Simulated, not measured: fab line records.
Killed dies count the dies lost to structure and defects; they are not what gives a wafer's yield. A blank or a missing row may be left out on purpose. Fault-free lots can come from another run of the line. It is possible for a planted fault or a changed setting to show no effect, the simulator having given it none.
fab line records    flow gf180mcu
record lots=12  wafers=36  last-day=34
route steps=602 shown NWELL@51 MVSD@76 VT_IMPLANT@132 CONTACT@301
lots untouched by any fault: they come from a run of this same line in which no faults occurred
start-h: the number of hours between the record's first day and the start of the first shown wafer of the lot    wait-h: hours since the lot's step before    " unchanged from the row above    L1.1+2: a row that stands for several wafers    - no value, or no start given    * or withheld: withheld    < > ~ a bound
route shown NAME@n: NAME is a module with steps in the file, n the number in the route of the first one    usual: mean/standard deviation of fault-free wafers    same: alike in all rows    chamber/n: place in a boat    sites: readings site by site    _std_site: their standard deviation    _edge_site: the outer-site mean with the inner-site mean subtracted    radius-mm: for every site, how far away it sits from the centre of the wafer    mask NAME#n: copy n    behind: tool/chamber where the wafer was last shaped    hold: reason for holding the lot/hours on hold/outcome of the hold    device: whichever transistor did not switch (one of n, p or np)    end of line: the tests these same wafers got at the end of their route    a step without rows: its recipe alone    killed: at the first sort, the dies lost to defects and structure; wafer yield is something else    map: a wafer's dies, marking killed ones x, the rest . and places with no die _
set.NAME: the setting that was run; set.NAME@STEP: the one run at that earlier step    model.NAME: the simulator's own value behind a step, which no gauge read
the route's steps for a sample of lots (tables are steps, rows are wafers)
services: a tool's chamber out of use, with start hour (start-h, from the record's first day; less than 0 if before it), hours out, and reason
## steps
# step GF_NWELL_IMPLANT_09
# recipe species=P  energy-kev=160  dose-cm2=4e+12  tilt-deg=0
lot.wafer   tool          chamber  start-h  wait-h
L105.1+4+5  implanter-02  0        56.04    0.1
L106.1+2+3  implanter-02  0        60.23    0.1
L107.1+3+5  implanter-02  0        69.18    0.1
L107.1+3+5  implanter-02  0        69.55    0.3
L108.2+3+5  implanter-03  0        74.95    0.1
L108.2+3+5  implanter-03  0        75.27    0.3
L109.1+3+5  implanter-03  0        77.99    0.1
L111.1+2+5  implanter-03  0        91.13    0.1
L111.1+2+5  implanter-03  0        91.44    0.3
L118.1+5+6  implanter-04  0        127.63   0.1
L120.1+2+3  implanter-04  0        138.53   0.1
L121.1+4+6  implanter-04  0        142.93   0.1
L123.1+3+6  implanter-03  0        153.44   0.1
L126.1+5+6  implanter-02  0        171.93   0.1
L127.3+5+6  implanter-03  0        178.39   0.1
# step GF_NWELL_TW_MEAS_11
# usual NWELL_TW=1580/12
lot.wafer  tool           chamber  start-h  wait-h  NWELL_TW
L105.1     film-metro-03  -        56.29    0.1     1581
L105.4     "              -        "        "       1579
L105.5     "              -        "        "       1582
L106.1     film-metro-02  -        60.48    0.1     1566
L106.2     "              -        "        "       1572
L106.3     "              -        "        "       1574
L107.1     film-metro-03  -        70.07    0.2     1643
L107.3     "              -        "        "       1646
L107.5     "              -        "        "       1650
L108.2     film-metro-04  -        75.50    0.1     1678
L108.3     "              -        "        "       1672
L108.5     "              -        "        "       1662
L109.1     film-metro-02  -        78.24    0.1     1580
L109.3     "              -        "        "       1583
L109.5     "              -        "        "       1580
L111.1     film-metro-04  -        91.69    0.1     1670
L111.2     "              -        "        "       1669
L111.5     "              -        "        "       1669
L118.1     film-metro-03  -        127.88   0.1     1574
L118.5     "              -        "        "       1576
L118.6     "              -        "        "       1567
L120.1     film-metro-03  -        138.78   0.1     1573
L120.2     "              -        "        "       1575
L120.3     "              -        "        "       1576
L121.1     film-metro-03  -        143.18   0.1     1567
L121.4     "              -        "        "       1578
L121.6     "              -        "        "       1568
L123.1     film-metro-03  -        153.69   0.1     1566
L123.3     "              -        "        "       1565
L123.6     "              -        "        "       1573
L126.1     film-metro-04  -        172.18   0.1     1586
L126.5     "              -        "        "       1585
L126.6     "              -        "        "       1583
L127.3     film-metro-02  -        178.61   0.1     1568
L127.5     "              -        "        "       1573
L127.6     "              -        "        "       1569
# step GF_MVSD_STRIP_10
# recipe chemistry=O2/N2  power-w=1400  pressure-mtorr=1500  platen-temp-c=250  o2-flow-sccm=3000  n2-flow-sccm=300  overash-fraction=0.5
# usual drypump-motor-current-A=5.9/0.46  heater-power-w=334/22  oes-product-au=0.722/0.0051  strip-time-to-endpoint-s=36.97/0.094
# same overash-fraction=0.5
lot.wafer  tool             chamber  start-h  wait-h  drypump-motor-current-A  heater-power-w  oes-product-au  rf-hours-counter-h  strip-time-to-endpoint-s
L105.1     plasma-asher-04  0        84.02    0.1     5.8                      326             0.722           29                  36.95
L105.4     "                1        "        "       6.6                      290             0.725           -                   36.85
L105.5     "                1        "        "       6.6                      297             0.726           -                   36.92
L106.1     plasma-asher-02  0        87.74    0.1     6.2                      348             0.721           43                  37.11
L106.2     "                1        "        "       5.3                      333             0.725           43                  37.03
L106.3     "                0        "        "       6.2                      340             0.725           -                   37.09
L107.1     plasma-asher-02  0        97.69    0.1     6.2                      348             0.734           44                  36.83
L107.3     "                1        "        "       5.3                      323             0.717           -                   36.86
L107.5     "                0        "        "       6.2                      352             0.731           -                   36.97
L108.2     plasma-asher-02  1        102.87   0.1     5.2                      324             0.714           44                  36.86
L108.3     "                0        "        "       6.2                      343             0.724           -                   36.78
L108.5     "                0        "        "       6.2                      335             0.718           -                   36.78
L109.1     plasma-asher-04  0        106.59   0.1     5.8                      327             0.724           31                  37.01
L109.3     "                0        "        "       5.9                      323             0.718           -                   37.02
L109.5     "                0        "        "       5.9                      324             0.726           -                   36.99
L111.1     plasma-asher-03  0        121.02   0.1     6.1                      359             0.729           49                  36.85
L111.2     "                1        "        "       5.5                      346             0.725           49                  36.91
L111.5     "                1        "        "       5.5                      338             0.714           -                   36.93
L118.1     plasma-asher-03  0        159.32   0.1     6.1                      374             0.721           54                  37.00
L118.5     "                0        "        "       6.1                      376             0.728           -                   37.12
L118.6     "                1        "        "       5.5                      348             0.724           -                   37.02
L120.1     plasma-asher-02  1        171.18   0.1     5.2                      318             0.722           6                   36.86
L120.2     "                0        "        "       6.2                      342             0.715           6                   36.83
L120.3     "                0        "        "       6.2                      342             0.730           -                   36.87
L121.1     plasma-asher-03  1        176.12   0.1     5.5                      343             0.725           56                  36.91
L121.4     "                1        "        "       5.5                      338             0.724           -                   36.97
L121.6     "                0        "        "       6.1                      369             0.724           -                   36.93
L123.1     plasma-asher-03  0        186.64   0.1     6.1                      370             0.722           58                  37.03
L123.3     "                0        "        "       6.1                      362             0.717           -                   36.97
L123.6     "                1        "        "       5.5                      342             0.728           -                   36.96
L126.1     plasma-asher-02  0        206.27   0.1     6.2                      344             0.730           11                  37.12
L126.5     "                1        "        "       5.2                      323             0.718           -                   37.09
L126.6     "                0        "        "       6.2                      335             0.724           -                   37.09
L127.3     plasma-asher-02  0        213.26   0.1     6.2                      351             0.728           -                   36.98
L127.5     "                1        "        "       5.2                      318             0.718           -                   36.92
L127.6     "                0        "        "       6.2                      347             0.723           -                   36.95
# step GF_VT_IMPLANT_STRIP_42
# recipe chemistry=O2/N2  power-w=1400  pressure-mtorr=1500  platen-temp-c=250  o2-flow-sccm=3000  n2-flow-sccm=300  overash-fraction=0.5
# usual drypump-motor-current-A=5.7/0.37  heater-power-w=354/25  oes-product-au=0.716/0.0046  strip-time-to-endpoint-s=12.41/0.032
# same overash-fraction=0.5
lot.wafer  tool             chamber  start-h  wait-h  drypump-motor-current-A  heater-power-w  oes-product-au  rf-hours-counter-h  strip-time-to-endpoint-s
L105.1     plasma-asher-01  0        158.54   0.1     5.1                      397             0.727           47                  12.45
L105.4     "                0        "        "       5.1                      394             0.714           -                   12.44
L105.5     "                0        "        "       5.1                      401             0.711           -                   12.44
L106.1     plasma-asher-03  1        163.34   0.1     5.5                      341             0.722           55                  12.45
L106.2     "                0        "        "       6.1                      369             0.720           55                  12.36
L106.3     "                1        "        "       5.5                      337             0.718           -                   12.39
L107.1     plasma-asher-03  1        174.88   0.1     5.5                      339             0.714           56                  12.35
L107.3     "                0        "        "       6.1                      366             0.710           -                   12.41
L107.5     "                1        "        "       5.5                      338             0.717           -                   12.35
L108.2     plasma-asher-01  1        180.49   0.1     5.7                      329             0.712           50                  12.41
L108.3     "                0        "        "       5.1                      399             0.712           -                   12.47
L108.5     "                0        "        "       5.1                      403             0.718           -                   12.43
L109.1     plasma-asher-03  0        184.34   0.1     6.1                      373             0.712           57                  12.39
L109.3     "                0        "        "       6.0                      371             0.709           -                   12.36
L109.5     "                0        "        "       6.1                      358             0.721           -                   12.39
L111.1     plasma-asher-03  1        201.58   0.1     5.5                      347             0.718           59                  12.41
L111.2     "                0        "        "       6.1                      367             0.716           59                  12.40
L111.5     "                1        "        "       5.5                      338             0.713           -                   12.43
L118.1     plasma-asher-03  0        247.08   0.1     6.1                      372             0.719           64                  12.39
L118.5     "                0        "        "       6.0                      370             0.715           -                   12.35
L118.6     "                1        "        "       5.5                      345             0.717           -                   12.37
L120.1     plasma-asher-03  0        260.57   0.1     6.1                      371             0.712           65                  12.40
L120.2     "                1        "        "       5.5                      345             0.717           65                  12.39
L120.3     "                1        "        "       5.5                      348             0.713           -                   12.39
L121.1     plasma-asher-02  0        266.44   0.1     6.2                      331             0.719           17                  12.38
L121.4     "                0        "        "       6.2                      347             0.708           -                   12.38
L121.6     "                1        "        "       5.2                      325             0.714           -                   12.39
L123.1     plasma-asher-02  0        277.59   0.1     6.2                      343             0.724           18                  12.39
L123.3     "                1        "        "       5.2                      310             0.707           -                   12.39
L123.6     "                1        "        "       5.2                      329             0.709           -                   12.43
L126.1     plasma-asher-03  0        301.82   0.1     6.1                      386             0.722           70                  12.42
L126.5     "                0        "        "       6.1                      368             0.719           -                   12.44
L126.6     "                1        "        "       5.5                      344             0.713           -                   12.43
L127.3     plasma-asher-03  0        309.56   0.1     6.1                      384             0.719           -                   12.37
L127.5     "                1        "        "       5.6                      343             0.721           -                   12.35
L127.6     "                0        "        "       6.0                      365             0.726           -                   12.39
# step GF_VT_IMPLANT_RS_MEAS_47
# recipe thk-meas-gauge=four-point-probe
# usual NWELL_RS=490.1/1.2
lot.wafer  tool           chamber  start-h  wait-h  NWELL_RS[ohm/sq]
L105.1     film-metro-03  -        158.97   0.1     489.4
L105.4     "              -        "        "       490.2
L105.5     "              -        "        "       491.7
L106.1     film-metro-03  -        163.77   0.1     489.7
L106.2     "              -        "        "       488.5
L106.3     "              -        "        "       488.6
L107.1     film-metro-04  -        175.31   0.1     430.8
L107.3     "              -        "        "       432.7
L107.5     "              -        "        "       432.0
L108.2     film-metro-04  -        180.94   0.1     432.7
L108.3     "              -        "        "       432.4
L108.5     "              -        "        "       431.6
L109.1     film-metro-02  -        184.78   0.1     491.6
L109.3     "              -        "        "       492.4
L109.5     "              -        "        "       492.5
L111.1     film-metro-02  -        202.01   0.1     431.0
L111.2     "              -        "        "       430.6
L111.5     "              -        "        "       431.9
L118.1     film-metro-03  -        247.51   0.1     490.2
L118.5     "              -        "        "       491.4
L118.6     "              -        "        "       488.9
L120.1     film-metro-03  -        261.00   0.1     488.8
L120.2     "              -        "        "       489.6
L120.3     "              -        "        "       489.9
L121.1     film-metro-02  -        266.87   0.1     489.6
L121.4     "              -        "        "       490.7
L121.6     "              -        "        "       491.4
L123.1     film-metro-02  -        278.03   0.1     491.6
L123.3     "              -        "        "       491.4
L123.6     "              -        "        "       491.7
L126.1     film-metro-04  -        302.25   0.1     490.8
L126.5     "              -        "        "       489.4
L126.6     "              -        "        "       491.0
L127.3     film-metro-04  -        309.99   0.1     490.7
L127.5     "              -        "        "       492.0
L127.6     "              -        "        "       492.8
# step GF_CONTACT_CD_MEAS_14
# recipe target-cd-nm=220
# usual cd-nm=220.0/1.7
lot.wafer  tool       chamber  start-h  wait-h  cd-nm
L105.1     cd-sem-02  -        365.54   0.1     221.7
L105.4     "          -        "        "       222.5
L105.5     "          -        "        "       221.0
L106.1     cd-sem-01  -        370.74   0.1     217.7
L106.2     "          -        "        "       217.7
L106.3     "          -        "        "       218.0
L107.1     cd-sem-02  -        388.48   0.1     220.5
L107.3     "          -        "        "       220.6
L107.5     "          -        "        "       220.2
L108.2     cd-sem-02  -        394.15   0.1     219.0
L108.3     "          -        "        "       220.0
L108.5     "          -        "        "       220.0
L109.1     cd-sem-01  -        400.55   0.1     222.7
L109.3     "          -        "        "       223.8
L109.5     "          -        "        "       221.9
L111.1     cd-sem-02  -        423.85   0.1     219.9
L111.2     "          -        "        "       218.9
L111.5     "          -        "        "       218.3
L118.1     cd-sem-01  -        483.88   0.1     219.9
L118.5     "          -        "        "       218.4
L118.6     "          -        "        "       219.6
L120.1     cd-sem-02  -        496.24   0.1     221.6
L120.2     "          -        "        "       221.7
L120.3     "          -        "        "       221.8
L121.1     cd-sem-02  -        506.20   0.1     219.8
L121.4     "          -        "        "       218.2
L121.6     "          -        "        "       218.6
L123.1     cd-sem-02  -        519.38   0.1     219.2
L123.3     "          -        "        "       218.7
L123.6     "          -        "        "       220.1
L126.1     cd-sem-01  -        551.05   0.1     220.8
L126.5     "          -        "        "       221.8
L126.6     "          -        "        "       221.3
L127.3     cd-sem-02  -        554.07   0.1     222.1
L127.5     "          -        "        "       221.0
L127.6     "          -        "        "       222.5
## services
tool             chamber  start-h  hours  kind
plasma-asher-03  -        42.32    3.3    repair
implanter-04     -        60.07    4.0    repair
plasma-asher-04  -        99.45    0.5    repair
plasma-asher-02  -        108.75   9.0    pm
plasma-asher-02  -        114.79   4.6    repair
plasma-asher-02  -        124.48   2.1    repair
plasma-asher-01  -        137.54   15.6   pm
plasma-asher-04  -        154.96   24.9   repair
implanter-04     -        174.74   4.8    pm
implanter-02     -        177.55   5.1    pm
plasma-asher-04  -        179.90   15.6   pm
implanter-04     -        181.69   2.8    repair
implanter-03     -        189.93   1.5    repair
plasma-asher-03  -        192.46   4.5    repair
implanter-03     -        205.76   3.3    pm
implanter-03     -        228.74   3.9    pm
plasma-asher-01  -        230.66   0.5    repair
plasma-asher-02  -        238.25   0.7    repair
implanter-03     -        239.11   2.2    repair
plasma-asher-01  -        244.93   3.0    repair
plasma-asher-01  -        264.39   1.0    repair
implanter-02     -        286.46   18.5   pm
plasma-asher-02  -        307.55   3.5    repair
implanter-03     -        308.21   0.9    repair
## key
first-sign step=GF_NWELL_IMPLANT_09  reading=visit  direction=added
effect step=GF_NWELL_TW_MEAS_11  reading=NWELL_TW  direction=up  sigmas=6.9  usual=1580  struck=1662
effect step=GF_VT_IMPLANT_RS_MEAS_47  reading=NWELL_RS  direction=down  sigmas=49  usual=490.1  struck=431.8
met-at GF_NWELL_IMPLANT_09
struck-lots L107,L108,L111
tester-left-out L107,L108,L111
not-acting-at GF_MVSD_STRIP_10,GF_VT_IMPLANT_STRIP_42,GF_CONTACT_CD_MEAS_14
fault kind=repeated-step-whole  tool=implanter-02,implanter-03,implanter-04  chamber=-  onset-h=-  steps=GF_NWELL_IMPLANT_09  times=1  scope=struck-lots-only
# tester-left-out: of these lots the tester's yield and bins aren't shown, on N5 and GAA mostly nor the transistor test; their killed dies are dies lost to structure and defects alone, not to doping, threshold or leakage, so they don't give the yield
